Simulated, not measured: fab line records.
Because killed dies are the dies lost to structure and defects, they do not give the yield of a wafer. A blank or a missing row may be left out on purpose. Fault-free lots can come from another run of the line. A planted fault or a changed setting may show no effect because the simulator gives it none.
Which tool was responsible? | flow gf180mcu | 14 lots with 42 wafers sampled at 2 steps, on a route of 602 steps

== WHAT THE GAUGES READ, wafer by wafer ==
GF_NSD_TW_MEAS_12.
lot  | measured     | on            | NSD_TW
L574 | day 13 09:14 | film metro-02 | 4230 4251 4248
L576 | day 13 19:03 | film metro-03 | 4276 4255 4247
L577 | day 14 07:59 | film metro-03 | 4255 4244 4248
L578 | day 14 14:59 | film metro-04 | 4152 4167 4192
L580 | day 15 14:10 | film metro-03 | 4236 4268 4241
L581 | day 15 21:02 | film metro-04 | 4173 4192 4171
L583 | day 16 13:22 | film metro-03 | 4215 4205 4234
L584 | day 16 18:11 | film metro-04 | 4179 4179 4158
L588 | day 18 03:02 | film metro-03 | 4246 4252 4275
L589 | day 18 07:49 | film metro-02 | 4285 4295 4275
L590 | day 18 13:28 | film metro-04 | 4237 4231 4250
L592 | day 19 05:38 | film metro-04 | 4206 4187 4174
L595 | day 20 05:14 | film metro-03 | 4279 4254 4260
L596 | day 20 14:16 | film metro-03 | 4274 4247 4262

GF_SAB_OVL_MEAS_10.
lot  | measured     | on         | SAB_OVL (nm)
L574 | day 15 01:48 | overlay-02 | 0.9 0.8 0.3
L576 | day 15 12:51 | overlay-02 | 1.1 1.8 1.6
L577 | day 16 02:13 | overlay-02 | 3.0 2.5 2.7
L578 | day 16 10:09 | overlay-01 | 0.8 0.4 0.4
L580 | day 17 09:35 | overlay-01 | 1.0 -0.3 1.0
L581 | day 17 17:16 | overlay-01 | 1.8 -0.4 0.2
L583 | day 18 11:08 | overlay-02 | 1.1 2.1 1.8
L584 | day 18 17:19 | overlay-02 | 1.2 -0.3 -1.1
L588 | day 20 05:40 | overlay-02 | 2.7 1.4 1.0
L589 | day 20 09:42 | overlay-02 | -1.5 0.0 -1.2
L590 | day 20 15:42 | overlay-01 | -0.2 0.3 -0.6
L592 | day 21 08:41 | overlay-01 | 0.4 0.9 -0.3
L595 | day 22 05:53 | overlay-01 | 1.4 -0.9 0.0
L596 | day 22 15:19 | overlay-02 | 1.9 -0.4 1.3

== TOOL THAT RAN EACH LOT (tool first, then ch and the chambers of the sampled wafers, then the start) ==
Before these readings, the record contains no process step.

== AS READ BY THE TOOLS THEMSELVES (means over the sampled wafers that have a number; for cases with no such wafer, the mark the record gives instead) ==
The record holds no such reading with a usual standard deviation.

== THE ANSWER, worked out from the rows above alone ==
Rule: usual is defined by the lots themselves. Put in order of their means at a reading, lots are off if they are a third of the lots or fewer, leave a main group of 4 or more, and stand apart from it by a gap of 3 or more times the standard deviation of the main group's means; of several such gaps the widest counts. If all means in a main group match to the digits the tables above print for the reading, that group is not used. Also off: a lot with no number at a reading for which 4 or more lots have one. All remaining lots with rows at the step are treated as sound. After the gauges, taken in route order, come the tools' own readings; for these a lot's mean is taken, as printed above. At the first step where some lot is off, the reading lying furthest off is the one used; lots without a number count as furthest.
Nothing can be told from this: no lot is off at any reading shown.

== WHAT WAS PUT IN BY THE SIMULATOR ==
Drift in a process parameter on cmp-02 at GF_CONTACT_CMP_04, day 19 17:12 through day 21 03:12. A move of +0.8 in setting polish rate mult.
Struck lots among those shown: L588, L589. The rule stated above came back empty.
